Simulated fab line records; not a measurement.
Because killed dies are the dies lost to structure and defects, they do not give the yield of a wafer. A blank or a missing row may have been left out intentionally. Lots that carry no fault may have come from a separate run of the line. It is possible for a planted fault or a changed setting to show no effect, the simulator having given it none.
A sampling plan put to the test || flow sky130 || one fab line, 39 faults that these records tell of, each judged on the records of the lots that it struck; 6 more are left out, because the records don't allow judging them
The plan is the line's own looks: the steps of the route at which a gauge or an inspection reads the wafer and doesn't change it. A look is open to judgement when struck wafers have a number at it and the file gives its usual mean and standard deviation on fault-free wafers. Caught: 4 or more of those standard deviations (sigma) separate the usual mean from the mean of the struck wafers at a look after the fault's first step. On the tool: the fault's steps, tested the same way using the tool's own readings. Another recipe on the struck wafers, or a record that is blank for them alone, also counts as caught.

## THE FAULTS, as the simulator had put them in
1. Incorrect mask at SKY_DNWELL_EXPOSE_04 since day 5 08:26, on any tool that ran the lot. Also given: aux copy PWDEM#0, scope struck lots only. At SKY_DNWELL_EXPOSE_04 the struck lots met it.
2. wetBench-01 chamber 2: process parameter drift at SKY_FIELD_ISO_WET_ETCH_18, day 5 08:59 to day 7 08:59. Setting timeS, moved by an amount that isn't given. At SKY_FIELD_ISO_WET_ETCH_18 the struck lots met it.
3. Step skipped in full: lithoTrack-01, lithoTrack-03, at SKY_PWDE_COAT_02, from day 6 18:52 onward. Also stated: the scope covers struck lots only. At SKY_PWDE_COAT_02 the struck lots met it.
4. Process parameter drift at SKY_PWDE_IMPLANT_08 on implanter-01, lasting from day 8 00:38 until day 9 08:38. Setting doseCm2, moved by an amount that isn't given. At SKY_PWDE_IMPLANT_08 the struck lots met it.
5. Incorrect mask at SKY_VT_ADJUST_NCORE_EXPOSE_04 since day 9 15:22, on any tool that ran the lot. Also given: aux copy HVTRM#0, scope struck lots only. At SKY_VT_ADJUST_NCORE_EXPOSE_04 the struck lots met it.
6. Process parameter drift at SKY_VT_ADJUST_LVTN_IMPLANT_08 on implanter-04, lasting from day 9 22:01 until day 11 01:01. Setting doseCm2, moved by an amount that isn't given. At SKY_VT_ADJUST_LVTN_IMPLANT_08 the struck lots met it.
7. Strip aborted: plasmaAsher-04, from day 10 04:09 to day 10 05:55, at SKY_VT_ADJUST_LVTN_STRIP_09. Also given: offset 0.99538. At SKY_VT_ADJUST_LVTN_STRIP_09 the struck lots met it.
8. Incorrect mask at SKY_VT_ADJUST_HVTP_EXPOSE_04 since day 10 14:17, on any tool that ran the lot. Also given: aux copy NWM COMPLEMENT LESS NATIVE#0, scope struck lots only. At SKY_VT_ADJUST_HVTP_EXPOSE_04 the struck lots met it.
9. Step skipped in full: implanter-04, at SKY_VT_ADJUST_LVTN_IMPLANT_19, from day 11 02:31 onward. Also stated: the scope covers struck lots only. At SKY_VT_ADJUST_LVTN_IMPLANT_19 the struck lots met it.
10. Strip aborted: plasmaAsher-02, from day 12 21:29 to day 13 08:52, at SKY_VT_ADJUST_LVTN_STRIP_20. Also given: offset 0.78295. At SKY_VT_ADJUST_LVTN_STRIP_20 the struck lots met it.
11. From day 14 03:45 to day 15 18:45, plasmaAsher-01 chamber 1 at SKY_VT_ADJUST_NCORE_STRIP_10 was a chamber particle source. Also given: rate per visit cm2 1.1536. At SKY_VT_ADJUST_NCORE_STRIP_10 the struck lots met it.
12. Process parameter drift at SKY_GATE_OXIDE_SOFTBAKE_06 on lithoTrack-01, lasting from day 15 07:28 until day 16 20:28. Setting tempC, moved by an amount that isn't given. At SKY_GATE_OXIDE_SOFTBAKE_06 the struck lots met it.
13. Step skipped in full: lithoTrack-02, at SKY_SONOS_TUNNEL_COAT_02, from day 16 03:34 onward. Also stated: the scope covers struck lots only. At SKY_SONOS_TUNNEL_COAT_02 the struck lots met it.
14. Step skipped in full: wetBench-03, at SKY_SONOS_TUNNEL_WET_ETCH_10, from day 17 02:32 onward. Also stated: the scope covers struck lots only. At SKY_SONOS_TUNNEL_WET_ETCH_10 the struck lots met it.
15. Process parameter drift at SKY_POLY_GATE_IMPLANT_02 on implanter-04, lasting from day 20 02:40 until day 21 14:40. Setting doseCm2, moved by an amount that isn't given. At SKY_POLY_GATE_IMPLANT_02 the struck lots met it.
16. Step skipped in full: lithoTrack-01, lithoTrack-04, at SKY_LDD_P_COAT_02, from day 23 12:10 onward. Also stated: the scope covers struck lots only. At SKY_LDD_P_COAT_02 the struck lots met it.
17. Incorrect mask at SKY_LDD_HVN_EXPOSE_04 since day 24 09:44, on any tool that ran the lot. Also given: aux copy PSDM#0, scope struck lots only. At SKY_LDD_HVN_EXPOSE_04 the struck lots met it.
18. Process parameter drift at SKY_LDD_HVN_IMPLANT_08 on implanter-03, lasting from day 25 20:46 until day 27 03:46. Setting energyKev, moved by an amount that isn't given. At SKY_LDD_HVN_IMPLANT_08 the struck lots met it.
19. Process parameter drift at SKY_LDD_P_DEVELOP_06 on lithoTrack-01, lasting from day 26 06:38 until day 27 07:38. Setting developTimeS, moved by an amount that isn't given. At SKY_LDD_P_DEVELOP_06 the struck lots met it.
20. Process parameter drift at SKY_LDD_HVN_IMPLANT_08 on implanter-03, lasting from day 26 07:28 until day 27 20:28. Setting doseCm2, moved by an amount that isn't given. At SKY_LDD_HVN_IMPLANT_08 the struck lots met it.
21. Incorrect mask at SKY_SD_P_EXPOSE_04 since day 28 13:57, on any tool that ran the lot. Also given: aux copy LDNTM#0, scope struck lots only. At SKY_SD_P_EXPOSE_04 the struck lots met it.
22. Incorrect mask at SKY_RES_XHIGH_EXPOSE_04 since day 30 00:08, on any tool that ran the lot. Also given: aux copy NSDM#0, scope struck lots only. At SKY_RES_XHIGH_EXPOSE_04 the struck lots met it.
23. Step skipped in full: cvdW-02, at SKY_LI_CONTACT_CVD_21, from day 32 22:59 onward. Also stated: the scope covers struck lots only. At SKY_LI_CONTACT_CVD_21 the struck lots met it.
24. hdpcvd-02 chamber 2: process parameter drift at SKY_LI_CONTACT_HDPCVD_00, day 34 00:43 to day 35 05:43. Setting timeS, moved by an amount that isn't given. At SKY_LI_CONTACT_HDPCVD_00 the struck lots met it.
25. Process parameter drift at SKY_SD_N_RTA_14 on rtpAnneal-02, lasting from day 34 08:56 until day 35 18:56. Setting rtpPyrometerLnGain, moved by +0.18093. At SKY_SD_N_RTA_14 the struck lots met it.
26. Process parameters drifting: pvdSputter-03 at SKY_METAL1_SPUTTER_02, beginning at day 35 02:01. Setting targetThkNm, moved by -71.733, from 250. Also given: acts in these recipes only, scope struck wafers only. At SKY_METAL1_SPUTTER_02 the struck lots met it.
27. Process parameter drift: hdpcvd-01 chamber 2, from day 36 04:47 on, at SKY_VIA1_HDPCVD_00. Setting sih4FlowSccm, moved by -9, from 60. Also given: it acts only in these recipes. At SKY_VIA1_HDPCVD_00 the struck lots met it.
28. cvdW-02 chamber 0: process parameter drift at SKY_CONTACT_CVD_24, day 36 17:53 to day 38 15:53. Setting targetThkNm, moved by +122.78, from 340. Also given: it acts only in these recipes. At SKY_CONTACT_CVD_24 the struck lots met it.
29. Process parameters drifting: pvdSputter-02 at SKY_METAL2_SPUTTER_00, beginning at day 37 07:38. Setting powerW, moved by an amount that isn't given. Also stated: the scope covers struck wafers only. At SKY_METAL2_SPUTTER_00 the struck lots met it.
30. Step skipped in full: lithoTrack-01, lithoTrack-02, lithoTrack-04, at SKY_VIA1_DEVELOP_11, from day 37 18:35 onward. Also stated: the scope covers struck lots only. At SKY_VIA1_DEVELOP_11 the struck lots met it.
31. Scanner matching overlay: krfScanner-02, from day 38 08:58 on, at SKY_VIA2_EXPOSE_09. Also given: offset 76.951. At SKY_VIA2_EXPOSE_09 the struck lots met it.
32. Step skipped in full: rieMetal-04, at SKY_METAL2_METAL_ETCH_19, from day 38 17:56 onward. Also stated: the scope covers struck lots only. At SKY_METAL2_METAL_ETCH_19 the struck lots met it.
33. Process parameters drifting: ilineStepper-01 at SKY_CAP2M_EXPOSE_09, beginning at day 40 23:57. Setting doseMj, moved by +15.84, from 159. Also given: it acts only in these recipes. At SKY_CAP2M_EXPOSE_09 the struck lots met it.
34. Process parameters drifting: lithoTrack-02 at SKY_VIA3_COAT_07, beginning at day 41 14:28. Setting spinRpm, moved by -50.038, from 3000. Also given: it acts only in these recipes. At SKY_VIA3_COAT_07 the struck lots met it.
35. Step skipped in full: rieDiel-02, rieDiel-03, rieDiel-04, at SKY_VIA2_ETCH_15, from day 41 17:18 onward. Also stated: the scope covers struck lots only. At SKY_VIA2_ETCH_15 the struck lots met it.
36. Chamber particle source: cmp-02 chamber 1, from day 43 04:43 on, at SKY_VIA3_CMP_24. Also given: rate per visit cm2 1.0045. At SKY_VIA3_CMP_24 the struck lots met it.
37. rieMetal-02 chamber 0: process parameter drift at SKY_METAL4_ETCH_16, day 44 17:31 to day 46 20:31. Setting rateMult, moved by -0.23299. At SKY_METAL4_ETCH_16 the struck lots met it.
38. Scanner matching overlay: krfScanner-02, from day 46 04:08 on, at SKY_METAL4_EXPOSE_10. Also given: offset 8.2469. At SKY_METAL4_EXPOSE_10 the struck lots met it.
39. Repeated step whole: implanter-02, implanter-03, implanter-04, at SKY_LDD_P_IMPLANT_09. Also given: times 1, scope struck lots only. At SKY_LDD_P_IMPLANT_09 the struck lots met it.

## WHAT THE PLAN SAW
{"fault": 1, "on the tool itself": "no reading that can be judged", "first look that catches it": "SKY_DNWELL_TW_MEAS_09", "reading, sigma": "DNWELL_TW -83", "median hours from its first step to that look": 8.6, "hours from the fault's start to the first struck lot there": 12, "judged looks passed uncaught": 0}
{"fault": 2, "on the tool itself": "runLengthS +50 sigma", "first look that catches it": "none of the 2 looks that can be judged after it", "reading, sigma": "-", "median hours from its first step to that look": "-", "hours from the fault's start to the first struck lot there": "-", "judged looks passed uncaught": 2}
{"fault": 3, "on the tool itself": "the tool's record is blank for the struck wafers", "first look that catches it": "SKY_NWELL_TW_MEAS_26", "reading, sigma": "NWELL_2_TW +10", "median hours from its first step to that look": 51.6, "hours from the fault's start to the first struck lot there": 54, "judged looks passed uncaught": 0}
{"fault": 4, "on the tool itself": "doseIonsCm2 +99 or beyond sigma", "first look that catches it": "SKY_PWDE_TW_MEAS_10", "reading, sigma": "PWDE_TW +5.7", "median hours from its first step to that look": 0.2, "hours from the fault's start to the first struck lot there": 7, "judged looks passed uncaught": 0}
{"fault": 5, "on the tool itself": "no reading that can be judged", "first look that catches it": "SKY_VT_ADJUST_NCORE_TW_MEAS_11", "reading, sigma": "VT_ADJUST_NCORE_TW -99 or beyond", "median hours from its first step to that look": 11.9, "hours from the fault's start to the first struck lot there": 12, "judged looks passed uncaught": 0}
{"fault": 6, "on the tool itself": "doseIonsCm2 +99 or beyond sigma", "first look that catches it": "SKY_VT_ADJUST_LVTN_TW_MEAS_10", "reading, sigma": "VT_ADJUST_LVTN_TW +10", "median hours from its first step to that look": 0.2, "hours from the fault's start to the first struck lot there": 5, "judged looks passed uncaught": 0}
{"fault": 7, "on the tool itself": "oesProductAu +31 sigma", "first look that catches it": "SKY_VT_ADJUST_LVTN_TW_MEAS_21", "reading, sigma": "VT_ADJUST_LVTN_2_TW -83", "median hours from its first step to that look": 22.9, "hours from the fault's start to the first struck lot there": 25, "judged looks passed uncaught": 0}
{"fault": 8, "on the tool itself": "under 2 sigma", "first look that catches it": "SKY_VT_ADJUST_HVTP_TW_MEAS_11", "reading, sigma": "VT_ADJUST_HVTP_TW -99 or beyond", "median hours from its first step to that look": 11.4, "hours from the fault's start to the first struck lot there": 17, "judged looks passed uncaught": 0}
{"fault": 9, "on the tool itself": "the tool's record is blank for the struck wafers", "first look that catches it": "SKY_VT_ADJUST_LVTN_TW_MEAS_21", "reading, sigma": "VT_ADJUST_LVTN_2_TW -83", "median hours from its first step to that look": 0.3, "hours from the fault's start to the first struck lot there": 2, "judged looks passed uncaught": 0}
{"fault": 10, "on the tool itself": "oesProductAu +42 sigma", "first look that catches it": "SKY_VT_ADJUST_NCORE_TW_MEAS_11", "reading, sigma": "VT_ADJUST_NCORE_TW -99 or beyond", "median hours from its first step to that look": 25.4, "hours from the fault's start to the first struck lot there": 37, "judged looks passed uncaught": 0}
{"fault": 11, "on the tool itself": "under 2 sigma", "first look that catches it": "not the one look that can be judged after it", "reading, sigma": "-", "median hours from its first step to that look": "-", "hours from the fault's start to the first struck lot there": "-", "judged looks passed uncaught": 1}
{"fault": 12, "on the tool itself": "heaterPowerTotalW +99 or beyond sigma", "first look that catches it": "not the one look that can be judged after it", "reading, sigma": "-", "median hours from its first step to that look": "-", "hours from the fault's start to the first struck lot there": "-", "judged looks passed uncaught": 1}
{"fault": 13, "on the tool itself": "the tool's record is blank for the struck wafers", "first look that catches it": "no look after it can be judged", "reading, sigma": "-", "median hours from its first step to that look": "-", "hours from the fault's start to the first struck lot there": "-", "judged looks passed uncaught": 0}
{"fault": 14, "on the tool itself": "the tool's record is blank for the struck wafers", "first look that catches it": "no look after it can be judged", "reading, sigma": "-", "median hours from its first step to that look": "-", "hours from the fault's start to the first struck lot there": "-", "judged looks passed uncaught": 0}
{"fault": 15, "on the tool itself": "doseIonsCm2 -99 or beyond sigma", "first look that catches it": "SKY_RES_PROTECT_TW_MEAS_08", "reading, sigma": "POLY_GATE_TW -12", "median hours from its first step to that look": 0.2, "hours from the fault's start to the first struck lot there": 6, "judged looks passed uncaught": 0}
{"fault": 16, "on the tool itself": "the tool's record is blank for the struck wafers", "first look that catches it": "SKY_LDD_HVP_TW_MEAS_10", "reading, sigma": "LDD_HVP_TW +68", "median hours from its first step to that look": 74.1, "hours from the fault's start to the first struck lot there": 79, "judged looks passed uncaught": 1}
{"fault": 17, "on the tool itself": "under 2 sigma", "first look that catches it": "SKY_LDD_HVN_TW_MEAS_10", "reading, sigma": "LDD_HVN_TW -99 or beyond", "median hours from its first step to that look": 14.7, "hours from the fault's start to the first struck lot there": 19, "judged looks passed uncaught": 0}
{"fault": 18, "on the tool itself": "beamEnergyKeV +99 or beyond sigma", "first look that catches it": "no look after it can be judged", "reading, sigma": "-", "median hours from its first step to that look": "-", "hours from the fault's start to the first struck lot there": "-", "judged looks passed uncaught": 0}
{"fault": 19, "on the tool itself": "under 2 sigma", "first look that catches it": "SKY_LDD_P_CD_MEAS_07", "reading, sigma": "cdNm +7.0", "median hours from its first step to that look": 0.1, "hours from the fault's start to the first struck lot there": 4, "judged looks passed uncaught": 0}
{"fault": 20, "on the tool itself": "doseIonsCm2 +99 or beyond sigma", "first look that catches it": "SKY_LDD_HVN_TW_MEAS_10", "reading, sigma": "LDD_HVN_TW +99 or beyond", "median hours from its first step to that look": 0.2, "hours from the fault's start to the first struck lot there": 6, "judged looks passed uncaught": 0}
{"fault": 21, "on the tool itself": "no reading that can be judged", "first look that catches it": "SKY_SD_P_TW_MEAS_11", "reading, sigma": "SD_P_TW -99 or beyond", "median hours from its first step to that look": 14.7, "hours from the fault's start to the first struck lot there": 16, "judged looks passed uncaught": 0}
{"fault": 22, "on the tool itself": "no reading that can be judged", "first look that catches it": "SKY_RES_XHIGH_TW_MEAS_09", "reading, sigma": "RES_XHIGH_TW -99 or beyond", "median hours from its first step to that look": 14.1, "hours from the fault's start to the first struck lot there": 18, "judged looks passed uncaught": 0}
{"fault": 23, "on the tool itself": "the tool's record is blank for the struck wafers", "first look that catches it": "SKY_LI_CONTACT_RS_MEAS_22", "reading, sigma": "LI_CONTACT_W_RS +99 or beyond", "median hours from its first step to that look": 0.1, "hours from the fault's start to the first struck lot there": 4, "judged looks passed uncaught": 0}
{"fault": 24, "on the tool itself": "runLengthS +44 sigma", "first look that catches it": "SKY_LI_CONTACT_THK_MEAS_01", "reading, sigma": "LI_CONTACT_HDPCVD_THK +19", "median hours from its first step to that look": 0.1, "hours from the fault's start to the first struck lot there": 8, "judged looks passed uncaught": 0}
{"fault": 25, "on the tool itself": "lampPowerPct -13 sigma", "first look that catches it": "SKY_SD_N_RS_MEAS_16", "reading, sigma": "SD_N_RS +27", "median hours from its first step to that look": 0.2, "hours from the fault's start to the first struck lot there": 8, "judged looks passed uncaught": 0}
{"fault": 26, "on the tool itself": "under 2 sigma", "first look that catches it": "SKY_METAL1_RS_MEAS_05", "reading, sigma": "METAL1_ALCU_RS +32", "median hours from its first step to that look": 0.1, "hours from the fault's start to the first struck lot there": 3, "judged looks passed uncaught": 0}
{"fault": 27, "on the tool itself": "sih4FlowSccm -57 sigma", "first look that catches it": "SKY_VIA1_THK_MEAS_01", "reading, sigma": "VIA1_HDPCVD_THK -15", "median hours from its first step to that look": 0.1, "hours from the fault's start to the first struck lot there": 12, "judged looks passed uncaught": 0}
{"fault": 28, "on the tool itself": "under 2 sigma", "first look that catches it": "SKY_CONTACT_RS_MEAS_25", "reading, sigma": "CONTACT_W_RS -30", "median hours from its first step to that look": 0.1, "hours from the fault's start to the first struck lot there": 19, "judged looks passed uncaught": 0}
{"fault": 29, "on the tool itself": "cathodeDcPowerW +99 or beyond sigma", "first look that catches it": "no look after it can be judged", "reading, sigma": "-", "median hours from its first step to that look": "-", "hours from the fault's start to the first struck lot there": "-", "judged looks passed uncaught": 0}
{"fault": 30, "on the tool itself": "no reading that can be judged", "first look that catches it": "no look after it can be judged", "reading, sigma": "-", "median hours from its first step to that look": "-", "hours from the fault's start to the first struck lot there": "-", "judged looks passed uncaught": 0}
{"fault": 31, "on the tool itself": "no reading that can be judged", "first look that catches it": "SKY_VIA2_OVL_MEAS_13", "reading, sigma": "VIA2_OVL +14", "median hours from its first step to that look": 11.8, "hours from the fault's start to the first struck lot there": 31, "judged looks passed uncaught": 0}
{"fault": 32, "on the tool itself": "the tool's record is blank for the struck wafers", "first look that catches it": "no look after it can be judged", "reading, sigma": "-", "median hours from its first step to that look": "-", "hours from the fault's start to the first struck lot there": "-", "judged looks passed uncaught": 0}
{"fault": 33, "on the tool itself": "exposureDoseMJCm2 +99 or beyond sigma", "first look that catches it": "not the one look that can be judged after it", "reading, sigma": "-", "median hours from its first step to that look": "-", "hours from the fault's start to the first struck lot there": "-", "judged looks passed uncaught": 1}
{"fault": 34, "on the tool itself": "spinSpeedRpm -24 sigma", "first look that catches it": "none of the 2 looks that can be judged after it", "reading, sigma": "-", "median hours from its first step to that look": "-", "hours from the fault's start to the first struck lot there": "-", "judged looks passed uncaught": 2}
{"fault": 35, "on the tool itself": "the tool's record is blank for the struck wafers", "first look that catches it": "no look after it can be judged", "reading, sigma": "-", "median hours from its first step to that look": "-", "hours from the fault's start to the first struck lot there": "-", "judged looks passed uncaught": 0}
{"fault": 36, "on the tool itself": "under 2 sigma", "first look that catches it": "none of the 2 looks that can be judged after it", "reading, sigma": "-", "median hours from its first step to that look": "-", "hours from the fault's start to the first struck lot there": "-", "judged looks passed uncaught": 2}
{"fault": 37, "on the tool itself": "under 2 sigma", "first look that catches it": "no look after it can be judged", "reading, sigma": "-", "median hours from its first step to that look": "-", "hours from the fault's start to the first struck lot there": "-", "judged looks passed uncaught": 0}
{"fault": 38, "on the tool itself": "no reading that can be judged", "first look that catches it": "no look after it can be judged", "reading, sigma": "-", "median hours from its first step to that look": "-", "hours from the fault's start to the first struck lot there": "-", "judged looks passed uncaught": 0}
{"fault": 39, "on the tool itself": "no reading that can be judged", "first look that catches it": "SKY_LDD_P_TW_MEAS_11", "reading, sigma": "LDD_P_TW +31", "median hours from its first step to that look": 0.6, "hours from the fault's start to the first struck lot there": "-", "judged looks passed uncaught": 0}
A dash: the fault isn't caught, or these records don't give the number.

Caught at a look: 24 of 39. Caught on the tool: 23 of 39. By one or the other: 34 of 39.
On the tool alone, faults 2, 12, 13, 14, 18, 29, 32, 33, 34, 35 were caught.
Caught at a look alone: faults 1, 5, 8, 17, 19, 21, 22, 26, 28, 31, 39.
Caught by neither: faults 11, 30, 36, 37, 38.

## THINNER SAMPLING
If the look that catches a fault measured only every second or every third lot, by lot number, the first struck lot would be measured this late in the worst case:
{"fault": 1, "struck lots at that look, in order of time": "L227", "every lot": "12 h", "every second lot": "may miss it", "every third lot": "may miss it"}
{"fault": 3, "struck lots at that look, in order of time": "L775, L776", "every lot": "54 h", "every second lot": "61 h", "every third lot": "may miss all 2"}
{"fault": 4, "struck lots at that look, in order of time": "L660, L663", "every lot": "7 h", "every second lot": "24 h", "every third lot": "may miss all 2"}
{"fault": 5, "struck lots at that look, in order of time": "L232", "every lot": "12 h", "every second lot": "may miss it", "every third lot": "may miss it"}
{"fault": 6, "struck lots at that look, in order of time": "L800, L803", "every lot": "5 h", "every second lot": "19 h", "every third lot": "may miss all 2"}
{"fault": 7, "struck lots at that look, in order of time": "L630", "every lot": "25 h", "every second lot": "may miss it", "every third lot": "may miss it"}
{"fault": 8, "struck lots at that look, in order of time": "L187", "every lot": "17 h", "every second lot": "may miss it", "every third lot": "may miss it"}
{"fault": 9, "struck lots at that look, in order of time": "L797, L798", "every lot": "2 h", "every second lot": "8 h", "every third lot": "may miss all 2"}
{"fault": 10, "struck lots at that look, in order of time": "L312", "every lot": "37 h", "every second lot": "may miss it", "every third lot": "may miss it"}
{"fault": 15, "struck lots at that look, in order of time": "L768, L771", "every lot": "6 h", "every second lot": "26 h", "every third lot": "may miss all 2"}
{"fault": 16, "struck lots at that look, in order of time": "L905, L906", "every lot": "79 h", "every second lot": "81 h", "every third lot": "may miss all 2"}
{"fault": 17, "struck lots at that look, in order of time": "L310", "every lot": "19 h", "every second lot": "may miss it", "every third lot": "may miss it"}
{"fault": 19, "struck lots at that look, in order of time": "L975, L976, L977", "every lot": "4 h", "every second lot": "12 h", "every third lot": "21 h"}
{"fault": 20, "struck lots at that look, in order of time": "L812, L816", "every lot": "6 h", "every second lot": "may miss all 2", "every third lot": "may miss all 2"}
{"fault": 21, "struck lots at that look, in order of time": "L697", "every lot": "16 h", "every second lot": "may miss it", "every third lot": "may miss it"}
{"fault": 22, "struck lots at that look, in order of time": "L719", "every lot": "18 h", "every second lot": "may miss it", "every third lot": "may miss it"}
{"fault": 23, "struck lots at that look, in order of time": "L670, L671", "every lot": "4 h", "every second lot": "6 h", "every third lot": "may miss all 2"}
{"fault": 24, "struck lots at that look, in order of time": "L987, L986", "every lot": "8 h", "every second lot": "17 h", "every third lot": "may miss all 2"}
{"fault": 25, "struck lots at that look, in order of time": "L333, L334", "every lot": "8 h", "every second lot": "15 h", "every third lot": "may miss all 2"}
{"fault": 26, "struck lots at that look, in order of time": "L512", "every lot": "3 h", "every second lot": "may miss it", "every third lot": "may miss it"}
{"fault": 27, "struck lots at that look, in order of time": "L685", "every lot": "12 h", "every second lot": "may miss it", "every third lot": "may miss it"}
{"fault": 28, "struck lots at that look, in order of time": "L183, L184", "every lot": "19 h", "every second lot": "36 h", "every third lot": "may miss all 2"}
{"fault": 31, "struck lots at that look, in order of time": "L251", "every lot": "31 h", "every second lot": "may miss it", "every third lot": "may miss it"}
The hour figures run from when the fault began to the first measured lot among those it struck. Since the struck wafers were tested as one group against 4 sigma, a single lot by itself may lie under the limit. Other struck lots may not be in these records.

## THE LONGEST TIMED WAY FROM STEP TO LOOK
In fault 16, a median of 74.1 hours elapses between SKY_LDD_P_COAT_02 and SKY_LDD_HVP_TW_MEAS_10. The look between them that can be judged stayed within 4 sigma: SKY_LDD_HVN_TW_MEAS_10.
